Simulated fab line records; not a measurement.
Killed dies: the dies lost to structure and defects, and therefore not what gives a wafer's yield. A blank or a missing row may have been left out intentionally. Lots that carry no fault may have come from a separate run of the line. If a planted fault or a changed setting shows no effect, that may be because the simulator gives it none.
The tool behind it: which one? -- flow sky130 -- 13 lots, 39 wafers sampled, at 5 steps of a route of 708

## WHAT EACH GAUGE READ, for each wafer
SKY_POLY_GATE_THK_MEAS_21. Usual: POLY_GATE_OXIDATION_THK 4.00 nm, standard deviation 0.088.
lot,measured,on,POLY_GATE_OXIDATION_THK (nm),flag
L174,day 17 04:57,film-metro-01,3.96 3.96 3.94,
L178,day 19 12:22,film-metro-03,4.19 4.13 4.18,
L180,day 19 20:53,film-metro-02,3.93 4.02 3.98,
L181,day 19 23:53,film-metro-01,4.00 4.08 4.06,
L182,day 20 09:51,film-metro-03,3.91 3.93 3.96,
L186,day 21 21:49,film-metro-03,4.07 3.94 3.97,
L188,day 22 19:17,film-metro-03,3.98 4.05 4.11,
L189,day 23 00:52,film-metro-02,4.01 3.99 4.03,
L190,day 23 01:38,film-metro-02,3.97 3.91 3.92,
L191,day 23 10:12,film-metro-02,3.95 4.07 4.03,
L192,day 23 20:22,film-metro-01,3.92 3.97 3.80,
L193,day 23 21:58,film-metro-01,3.86 3.90 3.92,
L195,day 24 19:38,film-metro-02,3.97 4.04 3.98,

SKY_LDD_N_TW_MEAS_17. Usual: LDD_N_TW 2595, standard deviation 12.
lot,measured,on,LDD_N_TW,flag
L174,day 18 12:08,film-metro-01,2595 2599 2596,
L178,day 20 20:48,film-metro-01,2575 2573 2595,
L180,day 21 04:31,film-metro-04,2603 2612 2607,
L181,day 21 06:58,film-metro-04,2606 2611 2599,
L182,day 21 17:44,film-metro-04,2604 2612 2617,
L186,day 23 05:13,film-metro-04,2601 2606 2603,
L188,day 24 01:55,film-metro-04,2608 2605 2612,
L189,day 24 08:10,film-metro-01,2580 2577 2562,
L190,day 24 08:20,film-metro-04,2609 2605 2603,
L191,day 24 17:01,film-metro-02,2598 2591 2599,
L192,day 25 02:59,film-metro-04,2615 2588 2615,
L193,day 25 04:48,film-metro-01,2588 2596 2585,
L195,day 26 02:32,film-metro-04,2598 2602 2595,

SKY_LDD_HVN_TW_MEAS_10. Usual: LDD_HVN_TW 1452, standard deviation 11.
lot,measured,on,LDD_HVN_TW,flag
L174,day 21 02:16,film-metro-02,1446 1438 1448,
L178,day 23 10:51,film-metro-03,2687 2681 2680,OFF
L180,day 23 17:23,film-metro-02,2665 2644 2644,OFF
L181,day 23 19:08,film-metro-01,1445 1444 1438,
L182,day 24 06:17,film-metro-03,1460 1471 1459,
L186,day 25 16:44,film-metro-03,1469 1468 1453,
L188,day 26 12:46,film-metro-02,1453 1447 1456,
L189,day 26 19:32,film-metro-03,1463 1458 1455,
L190,day 26 19:50,film-metro-03,1461 1461 1460,
L191,day 27 04:13,film-metro-02,1456 1453 1444,
L192,day 27 13:28,film-metro-02,1442 1449 1451,
L193,day 27 15:03,film-metro-02,1435 1443 1445,
L195,day 28 12:32,film-metro-01,1441 1438 1442,

SKY_LDD_HVP_OVL_MEAS_07. Usual: LDD_HVP_OVL -1.2 nm, standard deviation 1.2.
lot,measured,on,LDD_HVP_OVL (nm),flag
L174,day 22 08:19,overlay-02,-0.8 -2.1 -2.6,
L178,day 24 16:16,overlay-01,-1.2 -0.5 0.4,
L180,day 24 23:18,overlay-01,-3.8 -3.4 -1.7,
L181,day 25 00:40,overlay-01,-1.6 -1.5 -0.7,
L182,day 25 11:19,overlay-02,-0.6 1.1 -1.4,
L186,day 26 21:42,overlay-01,-1.6 -0.5 0.6,
L188,day 27 17:55,overlay-01,-0.6 -1.1 -1.9,
L189,day 27 23:49,overlay-01,-1.8 -0.7 -0.9,
L190,day 28 00:06,overlay-01,-1.2 0.0 -0.3,
L191,day 28 07:22,overlay-02,-0.8 0.1 0.9,
L192,day 28 16:46,overlay-02,0.7 -0.8 -3.4,
L193,day 28 18:46,overlay-01,-0.1 0.3 -0.7,
L195,day 29 15:37,overlay-02,-1.4 -1.0 -0.9,

## WHICH TOOL RAN EACH LOT (tool, then ch and the chambers of the sampled wafers, then the start)
lot,SKY_LDD_HVN_IMPLANT_08
L174,"implanter-03 ch 0, day 21 02:02"
L178,"implanter-04 ch 0, day 23 10:37"
L180,"implanter-04 ch 0, day 23 17:08"
L181,"implanter-02 ch 0, day 23 18:55"
L182,"implanter-02 ch 0, day 24 06:02"
L186,"implanter-02 ch 0, day 25 16:29"
L188,"implanter-02 ch 0, day 26 12:32"
L189,"implanter-04 ch 0, day 26 19:19"
L190,"implanter-03 ch 0, day 26 19:35"
L191,"implanter-03 ch 0, day 27 03:59"
L192,"implanter-03 ch 0, day 27 13:14"
L193,"implanter-02 ch 0, day 27 14:43"
L195,"implanter-04 ch 0, day 28 12:17"
- SKY_LDD_HVN_IMPLANT_08

## WHAT THE TOOLS THEMSELVES READ (means of the sampled wafers that have a number; where no wafer has one, the mark that the record gives instead)
SKY_LDD_HVN_IMPLANT_08. Usual: beam-on-s 10.00 s, standard deviation 0.2; dose-ions-cm2 3e+13, standard deviation 3e+10; end-station-pressure-torr 5.14e-06 Torr, standard deviation 2.7e-07; faraday-current-uA 169, standard deviation 3.2.
lot,tool,beam-on-s (s),dose-ions-cm2,end-station-pressure-torr (Torr),faraday-current-uA,flag
L174,implanter-03,10.19,3e+13,4.93e-06,166,
L178,implanter-04,9.91,2e+14,6.26e-06,1193,OFF
L180,implanter-04,9.90,2e+14,6.02e-06,1194,OFF
L181,implanter-02,10.06,3e+13,5.06e-06,168,
L182,implanter-02,9.99,3e+13,5.33e-06,170,
L186,implanter-02,10.00,3e+13,5.21e-06,168,
L188,implanter-02,9.99,3e+13,4.85e-06,169,
L189,implanter-04,10.01,3e+13,5.28e-06,169,
L190,implanter-03,10.07,3e+13,4.70e-06,168,
L191,implanter-03,9.85,3e+13,5.42e-06,172,
L192,implanter-03,10.22,3e+13,5.04e-06,165,
L193,implanter-02,10.01,3e+13,5.07e-06,169,
L195,implanter-04,9.94,3e+13,5.24e-06,170,

## THE ANSWER, worked out from the rows above alone
Rule: take the mean of a lot's wafers that have a number; if it is more than 3 standard deviations from the usual mean, the lot is off. Also off: a lot with no number at a reading for which 4 or more lots have one. Where the step has rows for the other lots, those lots are counted as sound. After the gauges, taken in route order, come the tools' own readings; for these a lot's mean is taken, as printed above. At the first step where some lot is off, the reading lying furthest off is the one used; lots without a number count as furthest.
Off: L178, L180, seen at SKY_LDD_HVN_TW_MEAS_10 (LDD_HVN_TW).
If a tool, at a process step before that reading, ran all the lots that are off and no sound lot after the first of them, it fits. The gauges at SKY_LDD_HVN_TW_MEAS_10 aren't tried: what is off there is off at SKY_LDD_HVN_IMPLANT_08 too, on other tools, and a gauge's error can't cause that. Of those tried, none fits.

## WHAT WAS PUT IN BY THE SIMULATOR
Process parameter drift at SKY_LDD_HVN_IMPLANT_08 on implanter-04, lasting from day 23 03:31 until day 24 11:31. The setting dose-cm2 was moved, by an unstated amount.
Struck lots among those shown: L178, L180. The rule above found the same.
